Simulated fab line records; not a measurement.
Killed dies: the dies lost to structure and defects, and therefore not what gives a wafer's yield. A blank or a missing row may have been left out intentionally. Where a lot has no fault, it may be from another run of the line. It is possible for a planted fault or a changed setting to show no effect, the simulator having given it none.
Matching of chambers | flow gf180mcu | 4 sister chambers for GF_V5_CMP_04 on cmp-02
The step polishes SiO2. 4 wafers are shown with their chamber, then 9 later ones without.

WAFERS PAIRED WITH THEIR CHAMBERS
wafer  | chamber | motor current A (A)
L664.5 | 0       | 11.6
L665.3 | 1       | 13.0
L665.6 | 3       | 11.5
L667.3 | 2       | 12.1

WAFERS MISSING THEIR CHAMBER
wafer  | motor current A (A)
L667.6 | 11.9
L669.3 | 11.8
L669.5 | 11.8
L679.2 | 12.8
L679.3 | 11.7
L679.4 | 12.1
L680.2 | 11.3
L680.3 | 11.7
L680.6 | 12.4

CHAMBER TAKEN BY EACH
wafer  | from the rows above          | in truth
L667.6 | can't be placed: 2 or 0 or 3 | 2
L669.3 | can't be placed: 0 or 2 or 3 | 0
L669.5 | can't be placed: 0 or 2 or 3 | 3
L679.2 | 1                            | 1
L679.3 | can't be placed: 0 or 3 or 2 | 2
L679.4 | 2                            | 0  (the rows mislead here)
L680.2 | can't be placed: 3 or 0      | 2
L680.3 | can't be placed: 0 or 3 or 2 | 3
L680.6 | can't be placed: 2 or 1      | 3
Correct placement for 1 of the 9. Can't be placed from these rows: 7 (the true chamber is among the candidates in 5). Wrongly placed: 1.
How it was worked out, from the rows above alone: a wafer's distance from a chamber is the root of the sum, over the readings, of the square of ((its reading less the chamber's mean) divided by the reading's scatter). The wafer belongs to the nearest chamber; if the next one is less than 2 further off, it can't be placed. A chamber's mean is the mean of its shown wafers. The scatter: with one shown wafer a chamber, the root of the mean of the squares of how far each hidden wafer lies from its nearest shown one.
